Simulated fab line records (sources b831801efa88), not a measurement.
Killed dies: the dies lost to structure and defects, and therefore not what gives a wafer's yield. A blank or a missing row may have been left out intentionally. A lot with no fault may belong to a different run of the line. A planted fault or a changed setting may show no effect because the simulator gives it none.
Which tool did it? || flow sky130 || 11 lots, 33 wafers sampled, at 6 steps of a route of 708

## WHAT THE GAUGES READ, wafer by wafer
No reading from a measuring or inspecting step in the record can be judged against a usual standard deviation.

## WHICH TOOL RAN EACH LOT (tool, then ch and the chambers of the sampled wafers, then the start)
{"lot": "L245", "SKY_LI_CONTACT_ETCH_14": "rie-diel-03 ch 2,3, day 29 01:00", "SKY_LI_CONTACT_ETCH_15": "rie-diel-03 ch 2,3, day 29 01:03", "SKY_LI_CONTACT_STRIP_16": "plasma-asher-04 ch 0,1, day 29 01:08", "SKY_LI_CONTACT_SPUTTER_20": "pvd-sputter-04, day 29 01:30", "SKY_LOCAL_INTERCONNECT_SPUTTER_00": "pvd-sputter-02, day 29 02:10", "SKY_PAD_OPEN_PROBE_99": "prober-02, day 45 13:40"}
{"lot": "L246", "SKY_LI_CONTACT_ETCH_14": "rie-diel-03 ch 0,1,2, day 29 12:19", "SKY_LI_CONTACT_ETCH_15": "rie-diel-03 ch 0,1,2, day 29 12:22", "SKY_LI_CONTACT_STRIP_16": "plasma-asher-04 ch 0,1, day 29 12:27", "SKY_LI_CONTACT_SPUTTER_20": "pvd-sputter-01, day 29 12:49", "SKY_LOCAL_INTERCONNECT_SPUTTER_00": "-", "SKY_PAD_OPEN_PROBE_99": "prober-01, day 45 22:02"}
{"lot": "L247", "SKY_LI_CONTACT_ETCH_14": "rie-diel-01 ch 0,2,3, day 29 20:20", "SKY_LI_CONTACT_ETCH_15": "rie-diel-01 ch 0,2,3, day 29 20:22", "SKY_LI_CONTACT_STRIP_16": "plasma-asher-04 ch 0,1, day 29 20:27", "SKY_LI_CONTACT_SPUTTER_20": "pvd-sputter-04, day 29 21:00", "SKY_LOCAL_INTERCONNECT_SPUTTER_00": "-", "SKY_PAD_OPEN_PROBE_99": "prober-02, day 46 03:35"}
{"lot": "L248", "SKY_LI_CONTACT_ETCH_14": "rie-diel-03 ch 0,2,3, day 30 23:57", "SKY_LI_CONTACT_ETCH_15": "rie-diel-03 ch 0,2,3, day 31 00:00", "SKY_LI_CONTACT_STRIP_16": "plasma-asher-04 ch 0,1, day 31 00:05", "SKY_LI_CONTACT_SPUTTER_20": "pvd-sputter-04, day 31 00:27", "SKY_LOCAL_INTERCONNECT_SPUTTER_00": "-", "SKY_PAD_OPEN_PROBE_99": "prober-01, day 46 23:34"}
{"lot": "L259", "SKY_LI_CONTACT_ETCH_14": "rie-diel-01 ch 0,1,3, day 33 23:43", "SKY_LI_CONTACT_ETCH_15": "rie-diel-01 ch 0,1,3, day 33 23:46", "SKY_LI_CONTACT_STRIP_16": "plasma-asher-01 ch 0,1, day 33 23:51", "SKY_LI_CONTACT_SPUTTER_20": "pvd-sputter-02, day 34 00:14", "SKY_LOCAL_INTERCONNECT_SPUTTER_00": "pvd-sputter-01, day 34 00:54", "SKY_PAD_OPEN_PROBE_99": "prober-02, day 49 03:31"}
{"lot": "L260", "SKY_LI_CONTACT_ETCH_14": "rie-diel-02 ch 0,1,3, day 34 03:51", "SKY_LI_CONTACT_ETCH_15": "rie-diel-02 ch 0,1,3, day 34 03:54", "SKY_LI_CONTACT_STRIP_16": "plasma-asher-01 ch 0,1, day 34 04:01", "SKY_LI_CONTACT_SPUTTER_20": "pvd-sputter-01, day 34 04:21", "SKY_LOCAL_INTERCONNECT_SPUTTER_00": "pvd-sputter-03, day 34 05:01", "SKY_PAD_OPEN_PROBE_99": "prober-01, day 49 08:16"}
{"lot": "L261", "SKY_LI_CONTACT_ETCH_14": "rie-diel-02 ch 0,2, day 34 15:35", "SKY_LI_CONTACT_ETCH_15": "rie-diel-02 ch 0,2, day 34 15:37", "SKY_LI_CONTACT_STRIP_16": "plasma-asher-03 ch 0,1, day 34 15:42", "SKY_LI_CONTACT_SPUTTER_20": "pvd-sputter-02, day 34 16:04", "SKY_LOCAL_INTERCONNECT_SPUTTER_00": "pvd-sputter-01, day 34 16:44", "SKY_PAD_OPEN_PROBE_99": "prober-01, day 49 14:55"}
{"lot": "L264", "SKY_LI_CONTACT_ETCH_14": "rie-diel-03 ch 0,1,3, day 35 09:09", "SKY_LI_CONTACT_ETCH_15": "rie-diel-03 ch 0,1,3, day 35 09:12", "SKY_LI_CONTACT_STRIP_16": "plasma-asher-04 ch 0,1, day 35 09:17", "SKY_LI_CONTACT_SPUTTER_20": "pvd-sputter-02, day 35 09:40", "SKY_LOCAL_INTERCONNECT_SPUTTER_00": "pvd-sputter-03, day 35 10:20", "SKY_PAD_OPEN_PROBE_99": "prober-02, day 50 01:20"}
{"lot": "L263", "SKY_LI_CONTACT_ETCH_14": "rie-diel-01 ch 2,3, day 35 19:09", "SKY_LI_CONTACT_ETCH_15": "rie-diel-01 ch 2,3, day 35 19:12", "SKY_LI_CONTACT_STRIP_16": "plasma-asher-01 ch 0,1, day 35 19:17", "SKY_LI_CONTACT_SPUTTER_20": "pvd-sputter-04, day 35 19:39", "SKY_LOCAL_INTERCONNECT_SPUTTER_00": "pvd-sputter-03, day 35 20:29", "SKY_PAD_OPEN_PROBE_99": "prober-01, day 50 06:27"}
{"lot": "L267", "SKY_LI_CONTACT_ETCH_14": "rie-diel-03 ch 1,2,3, day 36 12:57", "SKY_LI_CONTACT_ETCH_15": "rie-diel-03 ch 1,2,3, day 36 13:00", "SKY_LI_CONTACT_STRIP_16": "plasma-asher-04 ch 0,1, day 36 13:05", "SKY_LI_CONTACT_SPUTTER_20": "pvd-sputter-04, day 36 13:27", "SKY_LOCAL_INTERCONNECT_SPUTTER_00": "pvd-sputter-02, day 36 14:07", "SKY_PAD_OPEN_PROBE_99": "prober-01, day 50 20:08"}
{"lot": "L266", "SKY_LI_CONTACT_ETCH_14": "rie-diel-02 ch 0,2,3, day 36 13:11", "SKY_LI_CONTACT_ETCH_15": "rie-diel-02 ch 0,2,3, day 36 13:14", "SKY_LI_CONTACT_STRIP_16": "plasma-asher-03 ch 0,1, day 36 13:19", "SKY_LI_CONTACT_SPUTTER_20": "pvd-sputter-01, day 36 13:41", "SKY_LOCAL_INTERCONNECT_SPUTTER_00": "pvd-sputter-01, day 36 14:29", "SKY_PAD_OPEN_PROBE_99": "prober-02, day 50 21:02"}
- SKY_LI_CONTACT_ETCH_14: etches BARC in N2/H2, stops on SiO2, time 45.9 s, target depth 60 nm.
- SKY_LI_CONTACT_ETCH_15: etches PSG in C4F8/O2/Ar, stops on Si, target depth 600 nm.
- SKY_LI_CONTACT_STRIP_16: strips in O2/N2.
- SKY_LI_CONTACT_SPUTTER_20: material TiN, target thk 20 nm, time 80 s.
- SKY_LOCAL_INTERCONNECT_SPUTTER_00: material TiN, target thk 100 nm, time 83.3 s.
- SKY_PAD_OPEN_PROBE_99

## AS READ BY THE TOOLS THEMSELVES (means over the sampled wafers that have a number; for cases with no such wafer, the mark the record gives instead)
SKY_LI_CONTACT_ETCH_14.
{"lot": "L245", "tool": "rie-diel-03", "bias-w (W)": 99.85, "chamber-pressure-mTorr (mTorr)": 30.012, "drypump-motor-current-A (A)": 5.76, "h2-flow-sccm (sccm)": 200.0, "oes-product-au (a.u.)": 0.855, "rf-fwd-power-W (W)": 495.2, "throttle-valve-pct (%)": 13.226}
{"lot": "L246", "tool": "rie-diel-03", "bias-w (W)": 100.05, "chamber-pressure-mTorr (mTorr)": 30.031, "drypump-motor-current-A (A)": 5.75, "h2-flow-sccm (sccm)": 199.9, "oes-product-au (a.u.)": 0.855, "rf-fwd-power-W (W)": 496.1, "throttle-valve-pct (%)": 13.226}
{"lot": "L247", "tool": "rie-diel-01", "bias-w (W)": 100.08, "chamber-pressure-mTorr (mTorr)": 30.019, "drypump-motor-current-A (A)": 5.44, "h2-flow-sccm (sccm)": 200.0, "oes-product-au (a.u.)": 0.854, "rf-fwd-power-W (W)": 494.4, "throttle-valve-pct (%)": 13.219}
{"lot": "L248", "tool": "rie-diel-03", "bias-w (W)": 99.79, "chamber-pressure-mTorr (mTorr)": 30.006, "drypump-motor-current-A (A)": 5.84, "h2-flow-sccm (sccm)": 200.5, "oes-product-au (a.u.)": 0.858, "rf-fwd-power-W (W)": 494.2, "throttle-valve-pct (%)": 13.226}
{"lot": "L259", "tool": "rie-diel-01", "bias-w (W)": 99.87, "chamber-pressure-mTorr (mTorr)": 30.011, "drypump-motor-current-A (A)": 5.44, "h2-flow-sccm (sccm)": 200.1, "oes-product-au (a.u.)": 0.859, "rf-fwd-power-W (W)": 497.0, "throttle-valve-pct (%)": 13.226}
{"lot": "L260", "tool": "rie-diel-02", "bias-w (W)": 100.32, "chamber-pressure-mTorr (mTorr)": 29.985, "drypump-motor-current-A (A)": 5.51, "h2-flow-sccm (sccm)": 199.6, "oes-product-au (a.u.)": 0.850, "rf-fwd-power-W (W)": 494.3, "throttle-valve-pct (%)": 13.222}
{"lot": "L261", "tool": "rie-diel-02", "bias-w (W)": 100.30, "chamber-pressure-mTorr (mTorr)": 29.973, "drypump-motor-current-A (A)": 6.19, "h2-flow-sccm (sccm)": 199.3, "oes-product-au (a.u.)": 0.856, "rf-fwd-power-W (W)": 493.7, "throttle-valve-pct (%)": 13.224}
{"lot": "L264", "tool": "rie-diel-03", "bias-w (W)": 99.97, "chamber-pressure-mTorr (mTorr)": 30.017, "drypump-motor-current-A (A)": 5.77, "h2-flow-sccm (sccm)": 199.7, "oes-product-au (a.u.)": 0.853, "rf-fwd-power-W (W)": 495.2, "throttle-valve-pct (%)": 13.218}
{"lot": "L263", "tool": "rie-diel-01", "bias-w (W)": 99.78, "chamber-pressure-mTorr (mTorr)": 30.002, "drypump-motor-current-A (A)": 5.56, "h2-flow-sccm (sccm)": 199.9, "oes-product-au (a.u.)": 0.854, "rf-fwd-power-W (W)": 493.4, "throttle-valve-pct (%)": 13.226}
{"lot": "L267", "tool": "rie-diel-03", "bias-w (W)": 99.88, "chamber-pressure-mTorr (mTorr)": 30.027, "drypump-motor-current-A (A)": 5.66, "h2-flow-sccm (sccm)": 199.5, "oes-product-au (a.u.)": 0.854, "rf-fwd-power-W (W)": 495.6, "throttle-valve-pct (%)": 13.222}
{"lot": "L266", "tool": "rie-diel-02", "bias-w (W)": 100.04, "chamber-pressure-mTorr (mTorr)": 30.021, "drypump-motor-current-A (A)": 5.85, "h2-flow-sccm (sccm)": 200.3, "oes-product-au (a.u.)": 0.859, "rf-fwd-power-W (W)": 494.3, "throttle-valve-pct (%)": 13.227}

SKY_LI_CONTACT_ETCH_15.
{"lot": "L245", "tool": "rie-diel-03", "bias-w (W)": 1202, "chamber-pressure-mTorr (mTorr)": 39.99, "oes-product-au (a.u.)": 0.841, "rf-fwd-power-W (W)": 1489}
{"lot": "L246", "tool": "rie-diel-03", "bias-w (W)": "-", "chamber-pressure-mTorr (mTorr)": "-", "oes-product-au (a.u.)": "-", "rf-fwd-power-W (W)": "-"}
{"lot": "L247", "tool": "rie-diel-01", "bias-w (W)": "-", "chamber-pressure-mTorr (mTorr)": "-", "oes-product-au (a.u.)": "-", "rf-fwd-power-W (W)": "-"}
{"lot": "L248", "tool": "rie-diel-03", "bias-w (W)": "-", "chamber-pressure-mTorr (mTorr)": "-", "oes-product-au (a.u.)": "-", "rf-fwd-power-W (W)": "-"}
{"lot": "L259", "tool": "rie-diel-01", "bias-w (W)": 1203, "chamber-pressure-mTorr (mTorr)": 40.01, "oes-product-au (a.u.)": 0.839, "rf-fwd-power-W (W)": 1493}
{"lot": "L260", "tool": "rie-diel-02", "bias-w (W)": 1202, "chamber-pressure-mTorr (mTorr)": 40.02, "oes-product-au (a.u.)": 0.832, "rf-fwd-power-W (W)": 1488}
{"lot": "L261", "tool": "rie-diel-02", "bias-w (W)": 1200, "chamber-pressure-mTorr (mTorr)": 40.00, "oes-product-au (a.u.)": 0.841, "rf-fwd-power-W (W)": 1496}
{"lot": "L264", "tool": "rie-diel-03", "bias-w (W)": 1202, "chamber-pressure-mTorr (mTorr)": 39.99, "oes-product-au (a.u.)": 0.833, "rf-fwd-power-W (W)": 1489}
{"lot": "L263", "tool": "rie-diel-01", "bias-w (W)": 1195, "chamber-pressure-mTorr (mTorr)": 40.00, "oes-product-au (a.u.)": 0.835, "rf-fwd-power-W (W)": 1496}
{"lot": "L267", "tool": "rie-diel-03", "bias-w (W)": 1198, "chamber-pressure-mTorr (mTorr)": 39.96, "oes-product-au (a.u.)": 0.835, "rf-fwd-power-W (W)": 1494}
{"lot": "L266", "tool": "rie-diel-02", "bias-w (W)": 1199, "chamber-pressure-mTorr (mTorr)": 39.97, "oes-product-au (a.u.)": 0.833, "rf-fwd-power-W (W)": 1496}

SKY_LI_CONTACT_STRIP_16.
{"lot": "L245", "tool": "plasma-asher-04", "drypump-motor-current-A (A)": 5.1, "oes-product-au (a.u.)": 0.375, "strip-time-to-endpoint-s (s)": 3.49}
{"lot": "L246", "tool": "plasma-asher-04", "drypump-motor-current-A (A)": 5.4, "oes-product-au (a.u.)": 0.446, "strip-time-to-endpoint-s (s)": 5.21}
{"lot": "L247", "tool": "plasma-asher-04", "drypump-motor-current-A (A)": 5.1, "oes-product-au (a.u.)": 0.447, "strip-time-to-endpoint-s (s)": 5.20}
{"lot": "L248", "tool": "plasma-asher-04", "drypump-motor-current-A (A)": 5.4, "oes-product-au (a.u.)": 0.446, "strip-time-to-endpoint-s (s)": 5.22}
{"lot": "L259", "tool": "plasma-asher-01", "drypump-motor-current-A (A)": 5.2, "oes-product-au (a.u.)": 0.377, "strip-time-to-endpoint-s (s)": 3.48}
{"lot": "L260", "tool": "plasma-asher-01", "drypump-motor-current-A (A)": 5.2, "oes-product-au (a.u.)": 0.372, "strip-time-to-endpoint-s (s)": 3.48}
{"lot": "L261", "tool": "plasma-asher-03", "drypump-motor-current-A (A)": 5.3, "oes-product-au (a.u.)": 0.376, "strip-time-to-endpoint-s (s)": 3.52}
{"lot": "L264", "tool": "plasma-asher-04", "drypump-motor-current-A (A)": 5.1, "oes-product-au (a.u.)": 0.379, "strip-time-to-endpoint-s (s)": 3.53}
{"lot": "L263", "tool": "plasma-asher-01", "drypump-motor-current-A (A)": 5.2, "oes-product-au (a.u.)": 0.374, "strip-time-to-endpoint-s (s)": 3.48}
{"lot": "L267", "tool": "plasma-asher-04", "drypump-motor-current-A (A)": 5.4, "oes-product-au (a.u.)": 0.374, "strip-time-to-endpoint-s (s)": 3.51}
{"lot": "L266", "tool": "plasma-asher-03", "drypump-motor-current-A (A)": 5.4, "oes-product-au (a.u.)": 0.380, "strip-time-to-endpoint-s (s)": 3.56}

SKY_LI_CONTACT_SPUTTER_20.
{"lot": "L245", "tool": "pvd-sputter-04", "throttle-valve-pct (%)": 30.1}
{"lot": "L246", "tool": "pvd-sputter-01", "throttle-valve-pct (%)": 29.3}
{"lot": "L247", "tool": "pvd-sputter-04", "throttle-valve-pct (%)": 30.5}
{"lot": "L248", "tool": "pvd-sputter-04", "throttle-valve-pct (%)": 30.5}
{"lot": "L259", "tool": "pvd-sputter-02", "throttle-valve-pct (%)": 29.5}
{"lot": "L260", "tool": "pvd-sputter-01", "throttle-valve-pct (%)": 28.7}
{"lot": "L261", "tool": "pvd-sputter-02", "throttle-valve-pct (%)": 30.7}
{"lot": "L264", "tool": "pvd-sputter-02", "throttle-valve-pct (%)": 29.3}
{"lot": "L263", "tool": "pvd-sputter-04", "throttle-valve-pct (%)": 31.3}
{"lot": "L267", "tool": "pvd-sputter-04", "throttle-valve-pct (%)": 31.3}
{"lot": "L266", "tool": "pvd-sputter-01", "throttle-valve-pct (%)": 29.0}

SKY_LOCAL_INTERCONNECT_SPUTTER_00.
{"lot": "L245", "tool": "pvd-sputter-02", "throttle-valve-pct (%)": 30.1}
{"lot": "L259", "tool": "pvd-sputter-01", "throttle-valve-pct (%)": 29.9}
{"lot": "L260", "tool": "pvd-sputter-03", "throttle-valve-pct (%)": 29.6}
{"lot": "L261", "tool": "pvd-sputter-01", "throttle-valve-pct (%)": 28.6}
{"lot": "L264", "tool": "pvd-sputter-03", "throttle-valve-pct (%)": 29.2}
{"lot": "L263", "tool": "pvd-sputter-03", "throttle-valve-pct (%)": 29.4}
{"lot": "L267", "tool": "pvd-sputter-02", "throttle-valve-pct (%)": 30.7}
{"lot": "L266", "tool": "pvd-sputter-01", "throttle-valve-pct (%)": 28.7}

SKY_PAD_OPEN_PROBE_99.
{"lot": "L245", "tool": "prober-02", "killed_at_M0_to_M3": 46, "killed_at_M4_up": 5.3, "killed-at-contacts": 23, "killed-at-front-end": 17, "killed-at-other": 1.7, "killed-dies": 93, "killed-on-rim": 16, "killed-open": 46, "killed-short": 45}
{"lot": "L246", "tool": "prober-01", "killed_at_M0_to_M3": 48, "killed_at_M4_up": 2.7, "killed-at-contacts": 429, "killed-at-front-end": 12, "killed-at-other": 0.3, "killed-dies": 492, "killed-on-rim": 96, "killed-open": 52, "killed-short": 34}
{"lot": "L247", "tool": "prober-02", "killed_at_M0_to_M3": 38, "killed_at_M4_up": 2.3, "killed-at-contacts": 436, "killed-at-front-end": 15, "killed-at-other": 0.3, "killed-dies": 492, "killed-on-rim": 96, "killed-open": 46, "killed-short": 34}
{"lot": "L248", "tool": "prober-01", "killed_at_M0_to_M3": 41, "killed_at_M4_up": 3.3, "killed-at-contacts": 430, "killed-at-front-end": 16, "killed-at-other": 1.0, "killed-dies": 492, "killed-on-rim": 96, "killed-open": 49, "killed-short": 33}
{"lot": "L259", "tool": "prober-02", "killed_at_M0_to_M3": 43, "killed_at_M4_up": 3.3, "killed-at-contacts": 29, "killed-at-front-end": 13, "killed-at-other": 0.3, "killed-dies": 88, "killed-on-rim": 18, "killed-open": 49, "killed-short": 39}
{"lot": "L260", "tool": "prober-01", "killed_at_M0_to_M3": 47, "killed_at_M4_up": 3.7, "killed-at-contacts": 25, "killed-at-front-end": 12, "killed-at-other": 0.7, "killed-dies": 88, "killed-on-rim": 16, "killed-open": 50, "killed-short": 38}
{"lot": "L261", "tool": "prober-01", "killed_at_M0_to_M3": 51, "killed_at_M4_up": 3.3, "killed-at-contacts": 24, "killed-at-front-end": 15, "killed-at-other": 0.3, "killed-dies": 94, "killed-on-rim": 23, "killed-open": 56, "killed-short": 38}
{"lot": "L264", "tool": "prober-02", "killed_at_M0_to_M3": 45, "killed_at_M4_up": 3.7, "killed-at-contacts": 27, "killed-at-front-end": 10, "killed-at-other": 0.0, "killed-dies": 86, "killed-on-rim": 17, "killed-open": 40, "killed-short": 45}
{"lot": "L263", "tool": "prober-01", "killed_at_M0_to_M3": 43, "killed_at_M4_up": 3.7, "killed-at-contacts": 21, "killed-at-front-end": 15, "killed-at-other": 1.0, "killed-dies": 83, "killed-on-rim": 17, "killed-open": 42, "killed-short": 40}
{"lot": "L267", "tool": "prober-01", "killed_at_M0_to_M3": 47, "killed_at_M4_up": 3.0, "killed-at-contacts": 25, "killed-at-front-end": 17, "killed-at-other": 1.3, "killed-dies": 94, "killed-on-rim": 20, "killed-open": 49, "killed-short": 45}
{"lot": "L266", "tool": "prober-02", "killed_at_M0_to_M3": 42, "killed_at_M4_up": 3.3, "killed-at-contacts": 27, "killed-at-front-end": 20, "killed-at-other": 0.3, "killed-dies": 92, "killed-on-rim": 17, "killed-open": 49, "killed-short": 43}

## THE ANSWER, worked out from the rows above alone
Rule: what is usual is taken from the lots themselves. The widest of any qualifying gaps counts: lots, ordered by their means at a reading, are off when they make up no more than a third of the lots, leave a main group of 4 or more, and stand apart from it by 3 or more times the standard deviation of that group's means. A main group is skipped when, at the precision printed for the reading in the tables above, its means are all equal. A lot without any number at a reading at which 4 lots or more have one is off too. The other lots that the step has rows for count as sound. After the gauges, taken in route order, come the tools' own readings; for these a lot's mean is taken, as printed above. The first step at which some lot is off is used, and at that step the reading that is off furthest; a lot without a number counts as furthest.
Off, at SKY_LI_CONTACT_ETCH_15 on bias-w: L246, L247, L248. Without a number there: L246, L247, L248. The main group has a mean of 1200 W with a standard deviation of 2.5.
A tool fits if, at that step or a process step before it, it ran every lot that is off, and no sound lot after the first of them. Of those tried, none fits.

## WHAT HAD BEEN PUT IN BY THE SIMULATOR
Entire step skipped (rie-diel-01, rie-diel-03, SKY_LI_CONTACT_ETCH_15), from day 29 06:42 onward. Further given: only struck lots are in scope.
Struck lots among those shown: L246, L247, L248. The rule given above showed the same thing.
